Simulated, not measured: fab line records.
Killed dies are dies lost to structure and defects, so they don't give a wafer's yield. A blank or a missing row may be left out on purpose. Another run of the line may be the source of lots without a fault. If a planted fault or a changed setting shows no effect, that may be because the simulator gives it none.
Matching of chambers | flow gf180mcu | rieDiel-01 running GF_PASSIVATION_ETCH_11: 4 sister chambers
The step etches the open film in CF4/O2, stops on TiN, target depth 2040 nm, time 453.3 s. 16 wafers are shown with their chamber, then 8 later ones without.

== WAFERS, EACH WITH ITS CHAMBER ==
wafer  | chamber | oesProductAu (a.u.) | throttleValvePct (%)
L076.1 | 0       | 0.984               | 5.979
L076.2 | 2       | 0.995               | 5.969
L076.3 | 1       | 0.982               | 5.951
L076.4 | 3       | 0.996               | 5.979
L076.5 | 0       | 0.994               | 5.974
L076.6 | 1       | 0.992               | 5.970
L078.2 | 1       | 0.991               | 5.974
L078.4 | 0       | 0.992               | 5.963
L078.6 | 0       | 0.989               | 5.969
L086.2 | 1       | 0.983               | 5.966
L086.4 | 2       | 0.993               | 5.969
L086.6 | 1       | 0.983               | 5.954
L087.1 | 1       | 0.992               | 5.976
L087.4 | 3       | 1.002               | 5.964
L087.6 | 1       | 0.996               | 5.970
L089.1 | 3       | 0.994               | 5.986

SIGNATURES (means of the wafers above)
reading          | chamber 0 | chamber 1 | chamber 2 | chamber 3 | scatter within a chamber
oesProductAu     | 0.98975   | 0.98843   | 0.99400   | 0.99733   | 0.00486
throttleValvePct | 5.97125   | 5.96586   | 5.96900   | 5.97633   | 0.00894
Rule: a wafer lies at a distance from a chamber equal to the root of the sum of squares, over the readings, of (its reading less the chamber's mean, divided by the reading's scatter). The wafer belongs to the nearest chamber; if the next one is less than 2 further off, it can't be placed. The scatter is the square root of a quotient: the sum, over the shown wafers, of each reading's squared deviation from its chamber's mean, divided by wafers minus chambers.

== WAFERS WITH NO CHAMBER GIVEN ==
wafer  | oesProductAu (a.u.) | throttleValvePct (%)
L089.4 | 0.983               | 5.971
L089.6 | 0.991               | 5.978
L091.1 | 0.991               | 5.969
L091.4 | 0.991               | 5.965
L091.6 | 0.994               | 5.961
L092.1 | 0.991               | 5.971
L092.2 | 0.989               | 5.973
L092.6 | 0.988               | 5.953

== WHICH CHAMBER EACH WENT THROUGH ==
wafer  | from the rows above               | in truth
L089.4 | can't be placed: 1 or 0 or 2 or 3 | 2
L089.6 | can't be placed: 0 or 2 or 3 or 1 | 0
L091.1 | can't be placed: 0 or 2 or 1 or 3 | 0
L091.4 | can't be placed: 1 or 0 or 2 or 3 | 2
L091.6 | can't be placed: 2 or 1 or 0 or 3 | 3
L092.1 | can't be placed: 0 or 2 or 1 or 3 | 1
L092.2 | can't be placed: 0 or 1 or 2 or 3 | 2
L092.6 | can't be placed: 1 or 0 or 2 or 3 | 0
Correctly placed: 0 of 8. Cannot be placed on the basis of these rows: 8; the candidates contain the true chamber in 8. Wrongly placed: 0.
